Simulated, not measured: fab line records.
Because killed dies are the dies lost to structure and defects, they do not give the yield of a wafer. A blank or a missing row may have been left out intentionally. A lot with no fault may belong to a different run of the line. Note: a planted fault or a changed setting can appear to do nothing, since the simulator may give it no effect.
Chamber matching | flow gf180mcu | 4 sister chambers for GF_STI_ETCH_14 on rie-si-02
The step etches Si in HBr/Cl2/O2, target depth 360 nm, time 102.9 s. 4 wafers are shown with their chamber, then 8 later ones without.

## WAFERS WITH THEIR CHAMBER
wafer  | chamber | oes-product-au (a.u.)
L137.6 | 1       | 0.996
L144.1 | 3       | 0.988
L144.4 | 2       | 0.988
L147.1 | 0       | 0.999

## WAFERS WHOSE CHAMBER IS MISSING
wafer  | oes-product-au (a.u.)
L147.2 | 0.994
L147.3 | 0.997
L148.1 | 0.996
L148.3 | 1.003
L148.4 | 0.996
L149.4 | 1.008
L149.5 | 0.990
L149.6 | 1.009

## WHICH CHAMBER EACH WENT THROUGH
wafer  | from the rows above               | in truth
L147.2 | can't be placed: 1 or 0 or 2 or 3 | 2
L147.3 | can't be placed: 1 or 0 or 2 or 3 | 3
L148.1 | can't be placed: 1 or 0 or 2 or 3 | 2
L148.3 | can't be placed: 0 or 1           | 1
L148.4 | can't be placed: 1 or 0 or 2 or 3 | 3
L149.4 | can't be placed: 0 or 1           | 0
L149.5 | can't be placed: 2 or 3 or 1 or 0 | 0
L149.6 | can't be placed: 0 or 1           | 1
Correct placement for 0 of the 8. Can't be placed from these rows: 8 (the true chamber is among the candidates in 8). Wrongly placed: 0.
How it was worked out, from the rows above alone: a wafer's distance from a chamber is the root of the sum, over the readings, of the square of ((its reading less the chamber's mean) divided by the reading's scatter). The wafer belongs to the nearest chamber; if the next one is less than 2 further off, it can't be placed. Each chamber's mean is taken over the wafers shown for it. The scatter (one wafer shown for each chamber): square how far every hidden wafer sits from the nearest shown wafer, average those squares and take the square root.
